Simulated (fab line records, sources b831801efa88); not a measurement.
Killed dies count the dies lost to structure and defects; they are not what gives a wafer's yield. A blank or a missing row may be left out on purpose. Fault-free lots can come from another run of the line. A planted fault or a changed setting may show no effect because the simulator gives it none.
fab line records | flow sky130
record lots=10 | wafers=30 | lastDay=50
route steps=708 shown LI_CONTACT@376 LOCAL_INTERCONNECT@387 PAD_OPEN@708
lots that met no fault: taken from a fault-free run of the same line
startH: start of the lot's first displayed wafer, in hours after the record's first day | waitH: hours since the lot's step before | " identical to the entry in the row above | L1.1+2: one row covering several wafers at once | - either no value or no given start | * or withheld: withheld | < > ~ a bound
route shown NAME@n: a module of which the file shows steps, and the number in the route of the first | usual: the fault-free wafers' mean and standard deviation | same: alike in all rows | chamber/n: place in a boat | sites: per-site readings | _std_site: the values' standard deviation | _edge_site: the outer-site mean with the inner-site mean subtracted | radiusMm: for every site, how far away it sits from the centre of the wafer | mask NAME#n: copy n | behind: tool/chamber where the wafer was last shaped | hold: what put the lot on hold/how long, in hours/how the hold closed | device: transistor that didn't switch, given as n, p or np | end of line: the route-end tests of the same wafers | for a step that has no rows: nothing shown but its recipe | killed: at the first sort, the dies lost to defects and structure; wafer yield is something else | map: per-die view of a wafer (x killed, . not killed, _ where there is no die)
set.NAME: the setting that was run; set.NAME@STEP: the one run at that earlier step | model.NAME: the simulator's own value behind a step, which no gauge read
the route's steps for a sample of lots (tables are steps, rows are wafers)
services: the hour from which a tool's chamber was out of use, counted from the record's first day as startH (under 0 if before that day), plus the number of hours and why
## steps
# step SKY_LI_CONTACT_ETCH_14
# recipe chemistry=N2/H2 | target=BARC | ionEnergyEv=200 | sourceW=500 | biasW=100 | pressureMtorr=30 | n2FlowSccm=100 | h2FlowSccm=200 | stopOn=SiO2 | timeS=45.9 | targetDepthA=600
# usual drypumpMotorCurrentA=5.9/0.3 | oesProductAu=0.855/0.0053 | throttleValvePct=13.224/0.0093
# same timeS=45.9
lot.wafer | tool       | chamber | startH | waitH | drypumpMotorCurrentA | oesProductAu | rfHoursCounterH | throttleValvePct
L987.1    | rieDiel-01 | 1       | 676.29 | 0.0   | 5.7                  | 0.847        | 13              | 13.231
L987.5    | "          | 0       | "      | "     | 5.5                  | 0.860        | -               | 13.236
L987.6    | "          | 3       | "      | "     | 6.3                  | 0.858        | -               | 13.213
L989.2    | rieDiel-01 | 3       | 689.66 | 0.0   | 6.2                  | 0.851        | 6               | 13.244
L989.3    | "          | 1       | "      | "     | 5.8                  | 0.858        | 13              | 13.229
L989.4    | "          | 0       | "      | "     | 5.4                  | 0.852        | 46              | 13.221
L988.4    | rieDiel-02 | 1       | 689.79 | 0.0   | 6.1                  | 0.850        | 13              | 13.217
L988.5    | "          | 2       | "      | "     | 5.9                  | 0.856        | -               | 13.243
L988.6    | "          | 1       | "      | "     | 6.1                  | 0.861        | -               | 13.219
L990.3    | rieDiel-01 | 1       | 699.49 | 0.0   | 5.8                  | 0.851        | 13              | 13.230
L990.5    | "          | 0       | "      | "     | 5.4                  | 0.853        | -               | 13.222
L990.6    | "          | 2       | "      | "     | 6.0                  | 0.855        | -               | 13.236
L991.3    | rieDiel-01 | 0       | 711.71 | 0.0   | 5.5                  | 0.850        | 46              | 13.222
L991.4    | "          | 2       | "      | "     | 6.0                  | 0.858        | 5               | 13.224
L991.5    | "          | 3       | "      | "     | 6.2                  | 0.861        | -               | 13.216
L992.3    | rieDiel-02 | 3       | 715.69 | 0.0   | 5.9                  | 0.855        | 42              | 13.228
L992.4    | "          | 2       | "      | "     | 5.9                  | 0.847        | 22              | 13.226
L992.5    | "          | 0       | "      | "     | 5.8                  | 0.857        | -               | 13.228
L100.1    | rieDiel-02 | 2       | 779.68 | 0.0   | 5.9                  | 0.855        | 23              | 13.225
L100.3    | "          | 1       | "      | "     | 6.1                  | 0.852        | 16              | 13.214
L100.6    | "          | 0       | "      | "     | 5.8                  | 0.853        | -               | 13.232
L104.1    | rieDiel-03 | 1       | 838.08 | 0.0   | 4.9                  | 0.861        | 14              | 13.215
L104.3    | "          | 3       | "      | "     | 6.1                  | 0.859        | 20              | 13.215
L104.5    | "          | 0       | "      | "     | 6.5                  | 0.845        | -               | 13.222
L106.1    | rieDiel-01 | 3       | 839.23 | 0.0   | 6.3                  | 0.860        | 10              | 13.212
L106.3    | "          | 0       | "      | "     | 5.4                  | 0.858        | 2               | 13.228
L106.5    | "          | 3       | "      | "     | 6.3                  | 0.850        | -               | 13.231
L108.2    | rieDiel-03 | 2       | 846.32 | 0.0   | 5.7                  | 0.844        | 8               | 13.219
L108.4    | "          | 1       | "      | "     | 4.9                  | 0.843        | 14              | 13.221
L108.6    | "          | 0       | "      | "     | 6.5                  | 0.852        | -               | 13.220
# step SKY_LI_CONTACT_SPUTTER_19
# recipe material=Ti | targetThkNm=20 | chamberPressurePa=5 | powerW=2500 | substrateTempC=200 | timeS=106.37
# usual chamberPressurePa=4.998/0.011 | throttleValvePct=30.3/1.1
# same timeS=106.37
lot.wafer | tool          | chamber | startH | waitH | chamberPressurePa | throttleValvePct
L987.1    | pvdSputter-02 | -       | 676.73 | 0.0   | 5.004             | 29.9
L987.5    | "             | -       | "      | "     | 4.995             | 30.0
L987.6    | "             | -       | "      | "     | 5.017             | 31.1
L989.2    | pvdSputter-04 | -       | 690.09 | 0.0   | 4.991             | 27.9
L989.3    | "             | -       | "      | "     | 5.011             | 31.5
L989.4    | "             | -       | "      | "     | 4.981             | 30.6
L988.4    | pvdSputter-02 | -       | 690.22 | 0.0   | 4.987             | 30.0
L988.5    | "             | -       | "      | "     | 4.996             | 31.2
L988.6    | "             | -       | "      | "     | 5.011             | 29.8
L990.3    | pvdSputter-04 | -       | 699.91 | 0.0   | 5.009             | 32.4
L990.5    | "             | -       | "      | "     | 4.986             | 31.3
L990.6    | "             | -       | "      | "     | 4.992             | 30.2
L991.3    | pvdSputter-01 | -       | 712.14 | 0.0   | 4.980             | 28.4
L991.4    | "             | -       | "      | "     | 5.016             | 29.1
L991.5    | "             | -       | "      | "     | 5.009             | 28.4
L992.3    | pvdSputter-04 | -       | 716.13 | 0.0   | 5.000             | 30.5
L992.4    | "             | -       | "      | "     | 5.008             | 31.9
L992.5    | "             | -       | "      | "     | 5.000             | 30.4
L100.1    | pvdSputter-02 | -       | 780.10 | 0.0   | 5.022             | 29.9
L100.3    | "             | -       | "      | "     | 4.992             | 29.9
L100.6    | "             | -       | "      | "     | 5.016             | 29.8
L104.1    | pvdSputter-02 | -       | 838.51 | 0.0   | 4.988             | 29.6
L104.3    | "             | -       | "      | "     | 4.991             | 29.9
L104.5    | "             | -       | "      | "     | 5.000             | 29.7
L106.1    | pvdSputter-01 | -       | 839.66 | 0.0   | 4.991             | 31.2
L106.3    | "             | -       | "      | "     | 5.013             | 29.0
L106.5    | "             | -       | "      | "     | 5.003             | 28.9
L108.2    | pvdSputter-04 | -       | 846.75 | 0.0   | 4.997             | 28.3
L108.4    | "             | -       | "      | "     | 5.003             | 32.5
L108.6    | "             | -       | "      | "     | 5.008             | 31.6
# step SKY_LI_CONTACT_THK_MEAS_23
# recipe thkMeasGauge=xrf | reads=W_of_LI_CONTACT_CVD_21
# usual LI_CONTACT_W_THK=394/6.1
lot.wafer | tool         | chamber | startH | waitH | LI_CONTACT_W_THK[nm]
L987.1    | filmMetro-01 | -       | 677.11 | 0.1   | 389
L987.5    | "            | -       | "      | "     | 395
L987.6    | "            | -       | "      | "     | 388
L989.2    | filmMetro-02 | -       | 690.48 | 0.1   | 399
L989.3    | "            | -       | "      | "     | 390
L989.4    | "            | -       | "      | "     | 399
L988.4    | filmMetro-03 | -       | 690.65 | 0.1   | 395
L988.5    | "            | -       | "      | "     | 394
L988.6    | "            | -       | "      | "     | 405
L990.3    | filmMetro-02 | -       | 700.32 | 0.1   | 397
L990.5    | "            | -       | "      | "     | 396
L990.6    | "            | -       | "      | "     | 400
L991.3    | filmMetro-02 | -       | 712.54 | 0.1   | 395
L991.4    | "            | -       | "      | "     | 392
L991.5    | "            | -       | "      | "     | 395
L992.3    | filmMetro-01 | -       | 716.53 | 0.1   | 382
L992.4    | "            | -       | "      | "     | 390
L992.5    | "            | -       | "      | "     | 387
L100.1    | filmMetro-02 | -       | 780.48 | 0.1   | 391
L100.3    | "            | -       | "      | "     | 394
L100.6    | "            | -       | "      | "     | 389
L104.1    | filmMetro-03 | -       | 838.90 | 0.1   | 396
L104.3    | "            | -       | "      | "     | 393
L104.5    | "            | -       | "      | "     | 397
L106.1    | filmMetro-03 | -       | 840.05 | 0.1   | 398
L106.3    | "            | -       | "      | "     | 400
L106.5    | "            | -       | "      | "     | 394
L108.2    | filmMetro-03 | -       | 847.15 | 0.1   | 395
L108.4    | "            | -       | "      | "     | 393
L108.6    | "            | -       | "      | "     | 399
# step SKY_LOCAL_INTERCONNECT_SPUTTER_00
# recipe material=TiN | targetThkNm=100 | tempC=300 | powerW=6500 | timeS=83.3 | chamberPressurePa=0.4
# usual chamberPressurePa=0.4001/0.00079 | throttleValvePct=30.1/1.6
lot.wafer | tool          | chamber | startH | waitH | chamberPressurePa | throttleValvePct
L987.1    | pvdSputter-03 | -       | 677.47 | 0.1   | 0.4015            | 30.9
L987.5    | "             | -       | "      | "     | 0.4017            | 31.1
L987.6    | "             | -       | "      | "     | 0.4001            | 29.7
L989.2    | pvdSputter-01 | -       | 690.83 | 0.2   | 0.3998            | 29.3
L989.3    | "             | -       | "      | "     | 0.4005            | 28.3
L989.4    | "             | -       | "      | "     | 0.3995            | 31.3
L988.4    | pvdSputter-04 | -       | 690.98 | 0.2   | 0.4015            | 32.5
L988.5    | "             | -       | "      | "     | 0.4015            | 31.6
L988.6    | "             | -       | "      | "     | 0.3999            | 30.4
L990.3    | pvdSputter-01 | -       | 700.66 | 0.2   | 0.4004            | 31.3
L990.5    | "             | -       | "      | "     | 0.3996            | 29.0
L990.6    | "             | -       | "      | "     | 0.4017            | 31.2
L991.3    | pvdSputter-03 | -       | 716.04 | 0.2   | 0.4011            | 29.7
L991.4    | "             | -       | "      | "     | 0.3993            | 31.0
L991.5    | "             | -       | "      | "     | 0.4007            | 28.3
L992.3    | pvdSputter-03 | -       | 716.87 | 0.2   | 0.3986            | 32.9
L992.4    | "             | -       | "      | "     | 0.3999            | 29.8
L992.5    | "             | -       | "      | "     | 0.3995            | 32.6
L100.1    | pvdSputter-03 | -       | 780.84 | 0.2   | 0.4000            | 28.6
L100.3    | "             | -       | "      | "     | 0.3996            | 32.7
L100.6    | "             | -       | "      | "     | 0.4002            | 32.5
L104.1    | pvdSputter-01 | -       | 839.31 | 0.2   | 0.3998            | 28.5
L104.3    | "             | -       | "      | "     | 0.3990            | 29.0
L104.5    | "             | -       | "      | "     | 0.4011            | 29.3
L106.1    | pvdSputter-01 | -       | 840.41 | 0.1   | 0.3998            | 28.5
L106.3    | "             | -       | "      | "     | 0.3995            | 28.2
L106.5    | "             | -       | "      | "     | 0.4004            | 28.5
L108.2    | pvdSputter-01 | -       | 847.50 | 0.1   | 0.3997            | 31.2
L108.4    | "             | -       | "      | "     | 0.4011            | 28.5
L108.6    | "             | -       | "      | "     | 0.4005            | 31.0
# step SKY_LOCAL_INTERCONNECT_RS_MEAS_01
# recipe thkMeasGauge=four-point-probe | reads=TiN_of_LOCAL_INTERCONNECT_SPUTTER_00
# usual LOCAL_INTERCONNECT_TIN_RS=14.13/0.16
lot.wafer | tool         | chamber | startH | waitH | LOCAL_INTERCONNECT_TIN_RS[ohm/sq]
L987.1    | filmMetro-04 | -       | 677.54 | 0.0   | 14.12
L987.5    | "            | -       | "      | "     | 14.14
L987.6    | "            | -       | "      | "     | 14.30
L989.2    | filmMetro-03 | -       | 690.91 | 0.1   | 14.31
L989.3    | "            | -       | "      | "     | 14.40
L989.4    | "            | -       | "      | "     | 14.44
L988.4    | filmMetro-04 | -       | 691.17 | 0.2   | 14.34
L988.5    | "            | -       | "      | "     | 14.36
L988.6    | "            | -       | "      | "     | 14.40
L990.3    | filmMetro-02 | -       | 700.76 | 0.1   | 14.40
L990.5    | "            | -       | "      | "     | 14.26
L990.6    | "            | -       | "      | "     | 14.42
L991.3    | filmMetro-02 | -       | 716.15 | 0.1   | 13.96
L991.4    | "            | -       | "      | "     | 13.65
L991.5    | "            | -       | "      | "     | 13.95
L992.3    | filmMetro-02 | -       | 716.98 | 0.1   | 13.93
L992.4    | "            | -       | "      | "     | 14.07
L992.5    | "            | -       | "      | "     | 13.97
L100.1    | filmMetro-03 | -       | 780.90 | 0.0   | 22.89
L100.3    | "            | -       | "      | "     | 14.04
L100.6    | "            | -       | "      | "     | 14.09
L104.1    | filmMetro-04 | -       | 839.37 | 0.0   | 14.04
L104.3    | "            | -       | "      | "     | 14.18
L104.5    | "            | -       | "      | "     | 14.11
L106.1    | filmMetro-02 | -       | 840.47 | 0.0   | 14.28
L106.3    | "            | -       | "      | "     | 14.12
L106.5    | "            | -       | "      | "     | 14.26
L108.2    | filmMetro-03 | -       | 847.58 | 0.1   | 14.36
L108.4    | "            | -       | "      | "     | 14.18
L108.6    | "            | -       | "      | "     | 14.35
# step SKY_LOCAL_INTERCONNECT_THK_MEAS_02
# recipe thkMeasGauge=xrf | reads=TiN_of_LOCAL_INTERCONNECT_SPUTTER_00
# usual LOCAL_INTERCONNECT_TIN_THK=100.2/1.2
lot.wafer | tool         | chamber | startH | waitH | LOCAL_INTERCONNECT_TIN_THK[nm]
L987.1    | filmMetro-04 | -       | 677.66 | 0.1   | 100.5
L987.5    | "            | -       | "      | "     | 99.7
L987.6    | "            | -       | "      | "     | 99.3
L989.2    | filmMetro-03 | -       | 691.02 | 0.1   | 99.7
L989.3    | "            | -       | "      | "     | 99.3
L989.4    | "            | -       | "      | "     | 98.9
L988.4    | filmMetro-04 | -       | 691.26 | 0.1   | 98.7
L988.5    | "            | -       | "      | "     | 99.4
L988.6    | "            | -       | "      | "     | 98.3
L990.3    | filmMetro-02 | -       | 700.86 | 0.1   | 97.7
L990.5    | "            | -       | "      | "     | 98.9
L990.6    | "            | -       | "      | "     | 97.8
L991.3    | filmMetro-02 | -       | 716.25 | 0.1   | 101.2
L991.4    | "            | -       | "      | "     | 103.0
L991.5    | "            | -       | "      | "     | 100.6
L992.3    | filmMetro-02 | -       | 717.08 | 0.1   | 101.2
L992.4    | "            | -       | "      | "     | 99.9
L992.5    | "            | -       | "      | "     | 100.5
L100.1    | filmMetro-03 | -       | 781.02 | 0.1   | 63.8
L100.3    | "            | -       | "      | "     | 101.0
L100.6    | "            | -       | "      | "     | 100.9
L104.1    | filmMetro-04 | -       | 839.49 | 0.1   | 100.4
L104.3    | "            | -       | "      | "     | 99.9
L104.5    | "            | -       | "      | "     | 100.2
L106.1    | filmMetro-02 | -       | 840.59 | 0.1   | 98.9
L106.3    | "            | -       | "      | "     | 99.2
L106.5    | "            | -       | "      | "     | 98.5
L108.2    | filmMetro-03 | -       | 847.69 | 0.1   | 99.0
L108.4    | "            | -       | "      | "     | 100.1
L108.6    | "            | -       | "      | "     | 98.7
# step SKY_LOCAL_INTERCONNECT_METAL_ETCH_14
# recipe targetDepthNm=110 | stopOn=PSG | chemistry=Cl2/BCl3 | target=TiN | resistSidewallDeg=88 | pressureMtorr=10 | icpW=900 | biasW=48.5 | Cl2_flow_sccm=60 | bcl3FlowSccm=30 | timeS=31.4
# usual bcl3FlowSccm=29.99/0.095 | drypumpMotorCurrentA=5.6/0.42 | oesProductAu=0.942/0.0077 | throttleValvePct=21.900/0.01
# same timeS=31.4
lot.wafer | tool        | chamber | startH | waitH | bcl3FlowSccm | drypumpMotorCurrentA | oesProductAu | rfHoursCounterH | throttleValvePct
L987.1    | rieMetal-01 | 1       | 706.20 | 0.1   | 30.10        | 5.3                  | 0.949        | 2               | 21.902
L987.5    | "           | 1       | "      | "     | 29.89        | 5.4                  | 0.936        | -               | 21.902
L987.6    | "           | 1       | "      | "     | 29.90        | 5.3                  | 0.945        | -               | 21.906
L989.2    | rieMetal-01 | 1       | 718.83 | 0.0   | 30.07        | 5.3                  | 0.941        | 3               | 21.900
L989.3    | "           | 0       | "      | "     | 29.96        | 5.9                  | 0.929        | -               | 21.910
L989.4    | "           | 1       | "      | "     | 30.04        | 5.3                  | 0.926        | -               | 21.925
L988.4    | rieMetal-02 | 1       | 719.01 | 0.0   | 30.09        | 6.1                  | 0.933        | -               | 21.893
L988.5    | "           | 1       | "      | "     | 30.04        | 6.1                  | 0.924        | -               | 21.900
L988.6    | "           | 0       | "      | "     | 30.06        | 5.0                  | 0.930        | -               | 21.918
L990.3    | rieMetal-01 | 1       | 726.48 | 0.0   | 29.98        | 5.3                  | 0.930        | -               | 21.914
L990.5    | "           | 1       | "      | "     | 29.96        | 5.3                  | 0.938        | -               | 21.893
L990.6    | "           | 0       | "      | "     | 30.23        | 5.9                  | 0.931        | -               | 21.899
L991.3    | rieMetal-02 | 1       | 743.85 | 0.0   | 29.93        | 6.1                  | 0.952        | -               | 21.881
L991.4    | "           | 0       | "      | "     | 30.07        | 5.0                  | 0.964        | -               | 21.880
L991.5    | "           | 1       | "      | "     | 29.99        | 6.1                  | 0.948        | -               | 21.892
L992.3    | rieMetal-01 | 0       | 745.16 | 0.0   | 30.03        | 5.9                  | 0.955        | -               | 21.883
L992.4    | "           | 1       | "      | "     | 29.88        | 5.3                  | 0.942        | -               | 21.914
L992.5    | "           | 0       | "      | "     | 30.17        | 5.9                  | 0.949        | -               | 21.896
L100.1    | rieMetal-01 | 0       | 807.56 | 0.0   | 30.06        | 5.9                  | 0.736        | 6               | 22.037
L100.3    | "           | 0       | "      | "     | 29.84        | 5.9                  | 0.944        | -               | 21.884
L100.6    | "           | 1       | "      | "     | 30.07        | 5.3                  | 0.938        | -               | 21.907
L104.1    | rieMetal-02 | 0       | 865.68 | 0.0   | 29.84        | 5.0                  | 0.948        | 9               | 21.891
L104.3    | "           | 1       | "      | "     | 29.90        | 6.1                  | 0.946        | -               | 21.907
L104.5    | "           | 0       | "      | "     | 29.92        | 5.0                  | 0.941        | -               | 21.901
L106.1    | rieMetal-04 | 1       | 866.99 | 0.0   | 29.86        | 6.0                  | 0.940        | 8               | 21.908
L106.3    | "           | 0       | "      | "     | 29.98        | 5.9                  | 0.940        | -               | 21.903
L106.5    | "           | 0       | "      | "     | 29.95        | 5.9                  | 0.943        | -               | 21.912
L108.2    | rieMetal-01 | 1       | 873.59 | 0.0   | 29.89        | 5.3                  | 0.930        | 7               | 21.912
L108.4    | "           | 0       | "      | "     | 30.01        | 5.9                  | 0.943        | -               | 21.908
L108.6    | "           | 1       | "      | "     | 29.90        | 5.3                  | 0.934        | -               | 21.909
# step SKY_PAD_OPEN_PROBE_99
# usual killed_at_M0_to_M3=44/6.3 | killed_at_M4_up=2.8/1.7 | killedAtContacts=25/5.8 | killedAtFrontEnd=14/4.4 | killedAtOther=0.3/0.49 | killedDies=86/8.7 | killedOpen=48/5.8 | killedShort=38/6
# same grossDies=492 | killedAtBackSide=0
lot.wafer | tool      | chamber | startH  | waitH | killed_at_M0_to_M3 | killed_at_M4_up | killedAtContacts | killedAtFrontEnd | killedAtOther | killedDies | killedOpen | killedShort
L990.3    | prober-01 | -       | 1092.46 | 0.2   | 48                 | 1               | 25               | 13               | 0             | 87         | 48         | 39
L990.5    | prober-01 | -       | 1092.56 | 0.2   | 40                 | 2               | 32               | 10               | 0             | 84         | 45         | 39
L990.6    | prober-01 | -       | 1092.61 | 0.2   | 50                 | 7               | 16               | 12               | 0             | 85         | 44         | 41
L992.3    | prober-01 | -       | 1105.03 | 0.2   | 46                 | 5               | 22               | 9                | 0             | 82         | 48         | 34
L992.4    | prober-01 | -       | 1105.08 | 0.2   | 35                 | 6               | 18               | 17               | 0             | 76         | 40         | 36
L992.5    | prober-01 | -       | 1105.13 | 0.2   | 44                 | 3               | 26               | 7                | 1             | 81         | 47         | 34
L100.1    | prober-01 | -       | 1147.91 | 0.1   | 33                 | 3               | 23               | 9                | 1             | 69         | 37         | 32
L100.3    | prober-01 | -       | 1148.01 | 0.2   | 48                 | 3               | 24               | 17               | 0             | 92         | 55         | 37
L100.6    | prober-01 | -       | 1148.16 | 0.2   | 45                 | 2               | 26               | 10               | 0             | 83         | 47         | 36
L104.1    | prober-02 | -       | 1189.69 | 0.1   | 47                 | 2               | 19               | 15               | 0             | 83         | 46         | 37
L104.3    | prober-02 | -       | 1189.79 | 0.2   | 46                 | 3               | 30               | 10               | 0             | 89         | 49         | 40
L104.5    | prober-02 | -       | 1189.89 | 0.2   | 39                 | 3               | 24               | 17               | 0             | 83         | 52         | 31
# killed by level:class
L990.3 CONTACT:geometricParticle:open=13 METAL1:geometricParticle:short=9 VIA1:geometricParticle:open=7 VIA2:geometricParticle:open=7 VIA3:geometricParticle:open=6 VIA1:geometricParticle:short=6 LI_CONTACT:geometricParticle:open=5 CONTACT:geometricParticle:short=4
L990.5 CONTACT:geometricParticle:open=12 VIA1:geometricParticle:open=10 LOCAL_INTERCONNECT:geometricParticle:short=9 CONTACT:geometricParticle:short=8 POLY_GATE:geometricParticle:open=5 VIA3:geometricParticle:open=5 METAL2:geometricParticle:short=4 METAL3:geometricParticle:open=4
L990.6 METAL1:geometricParticle:short=9 VIA1:geometricParticle:open=8 VIA3:geometricParticle:open=8 FIELD_ISO:geometricParticle:open=6 CONTACT:geometricParticle:open=6 VIA2:geometricParticle:short=6 METAL4:geometricParticle:short=5 LI_CONTACT:geometricParticle:open=4
L992.3 VIA1:geometricParticle:open=12 CONTACT:geometricParticle:open=9 METAL1:geometricParticle:short=6 FIELD_ISO:geometricParticle:short=5 METAL2:geometricParticle:open=5 METAL2:geometricParticle:short=5 VIA3:geometricParticle:open=5 LI_CONTACT:geometricParticle:open=4
L992.4 METAL1:geometricParticle:short=7 LI_CONTACT:geometricParticle:open=6 VIA1:geometricParticle:short=6 CONTACT:geometricParticle:open=5 METAL2:geometricParticle:short=5 VIA3:geometricParticle:open=5 FIELD_ISO:geometricParticle:short=4 FIELD_ISO:geometricParticle:open=4
L992.5 CONTACT:geometricParticle:open=12 VIA1:geometricParticle:open=11 METAL2:geometricParticle:short=7 VIA2:geometricParticle:open=7 CONTACT:geometricParticle:short=6 LI_CONTACT:geometricParticle:open=4 LOCAL_INTERCONNECT:geometricParticle:short=4 METAL1:geometricParticle:short=4
L100.1 VIA1:geometricParticle:open=10 LI_CONTACT:geometricParticle:open=6 CONTACT:geometricParticle:open=6 METAL2:geometricParticle:short=6 LOCAL_INTERCONNECT:geometricParticle:short=5 FIELD_ISO:geometricParticle:short=4 VIA3:geometricParticle:open=4 LI_CONTACT:geometricParticle:short=3
L100.3 VIA1:geometricParticle:open=11 CONTACT:geometricParticle:open=10 LI_CONTACT:geometricParticle:open=9 VIA3:geometricParticle:short=8 METAL1:geometricParticle:short=8 VIA2:geometricParticle:open=8 POLY_GATE:geometricParticle:short=6 POLY_GATE:geometricParticle:open=4
L100.6 CONTACT:geometricParticle:open=13 VIA1:geometricParticle:open=9 LI_CONTACT:geometricParticle:open=8 METAL2:geometricParticle:short=7 VIA2:geometricParticle:open=6 VIA1:geometricParticle:short=6 METAL3:geometricParticle:short=5 POLY_GATE:geometricParticle:short=4
L104.1 VIA1:geometricParticle:open=11 METAL1:geometricParticle:short=9 LI_CONTACT:geometricParticle:open=8 VIA3:geometricParticle:open=7 POLY_GATE:geometricParticle:short=6 VIA2:geometricParticle:open=6 LOCAL_INTERCONNECT:geometricParticle:short=4 CONTACT:geometricParticle:open=4
L104.3 CONTACT:geometricParticle:open=13 VIA1:geometricParticle:open=10 METAL2:geometricParticle:short=8 VIA2:geometricParticle:open=8 LI_CONTACT:geometricParticle:open=6 LOCAL_INTERCONNECT:geometricParticle:short=6 CONTACT:geometricParticle:short=5 VIA1:geometricParticle:short=5
L104.5 LI_CONTACT:geometricParticle:open=10 CONTACT:geometricParticle:open=8 VIA1:geometricParticle:open=7 METAL2:geometricParticle:short=6 FIELD_ISO:geometricParticle:open=5 VIA1:geometricParticle:short=5 VIA2:geometricParticle:open=5 VIA3:geometricParticle:open=5
## services
tool          | chamber | startH | hours | kind
rieMetal-04   | 1       | 664.87 | 16.3  | repair
rieDiel-01    | 3       | 695.03 | 5.0   | repair
rieMetal-01   | 0       | 705.97 | 5.3   | repair
pvdSputter-02 | -       | 707.88 | 2.7   | repair
rieDiel-02    | 1       | 735.35 | 2.2   | repair
pvdSputter-04 | -       | 749.98 | 5.7   | repair
rieDiel-03    | -       | 754.93 | 0.7   | repair
pvdSputter-03 | -       | 755.24 | 2.9   | repair
rieDiel-01    | 0       | 763.20 | 2.9   | repair
rieMetal-02   | -       | 764.89 | 0.3   | repair
pvdSputter-03 | -       | 771.38 | 5.6   | repair
rieDiel-01    | 2       | 772.56 | 4.2   | repair
pvdSputter-01 | 1       | 782.28 | -     | consumableReplace:kit
pvdSputter-01 | 1       | 782.28 | 18.0  | scheduledDown
rieDiel-03    | 2       | 787.84 | 34.4  | repair
rieMetal-04   | 0       | 790.04 | 15.7  | repair
rieMetal-02   | -       | 802.54 | 0.6   | repair
pvdSputter-01 | -       | 805.42 | 8.1   | repair
pvdSputter-01 | -       | 806.62 | 2.3   | repair
pvdSputter-04 | -       | 838.53 | 7.8   | repair
rieDiel-03    | 1       | 852.12 | 10.9  | repair
pvdSputter-03 | -       | 854.45 | 6.5   | repair
rieMetal-01   | -       | 864.23 | 1.4   | pm
rieDiel-02    | -       | 873.56 | 0.2   | repair
## key
firstSign step=SKY_LOCAL_INTERCONNECT_RS_MEAS_01 | reading=LOCAL_INTERCONNECT_TIN_RS | direction=up | sigmas=54 | usual=14.13 | struck=22.89
effect step=SKY_LOCAL_INTERCONNECT_THK_MEAS_02 | reading=LOCAL_INTERCONNECT_TIN_THK | direction=down | sigmas=31 | usual=100.2 | struck=63.8
effect step=SKY_LOCAL_INTERCONNECT_METAL_ETCH_14 | reading=oesProductAu | direction=down | sigmas=27 | usual=0.942 | struck=0.736
metAt SKY_LOCAL_INTERCONNECT_SPUTTER_00
struckLots L100
struckWafers L100.1
testerLeftOut L100
notActingAt SKY_LI_CONTACT_ETCH_14,SKY_LI_CONTACT_SPUTTER_19,SKY_LI_CONTACT_THK_MEAS_23
onsetBetween 716.04 780.84
fault kind=processParameterDrift | tool=pvdSputter-03 | chamber=- | onsetH=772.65 | steps=SKY_LOCAL_INTERCONNECT_SPUTTER_00 | channel=timeS | offset=* | shape=step | endH=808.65 | actsIn=* | stated=* | scope=struckWafersOnly
# testerLeftOut: of these lots the tester's yield and bins aren't shown, on N5 and GAA mostly nor the transistor test; their killed dies are dies lost to structure and defects alone, not to doping, threshold or leakage, so they don't give the yield
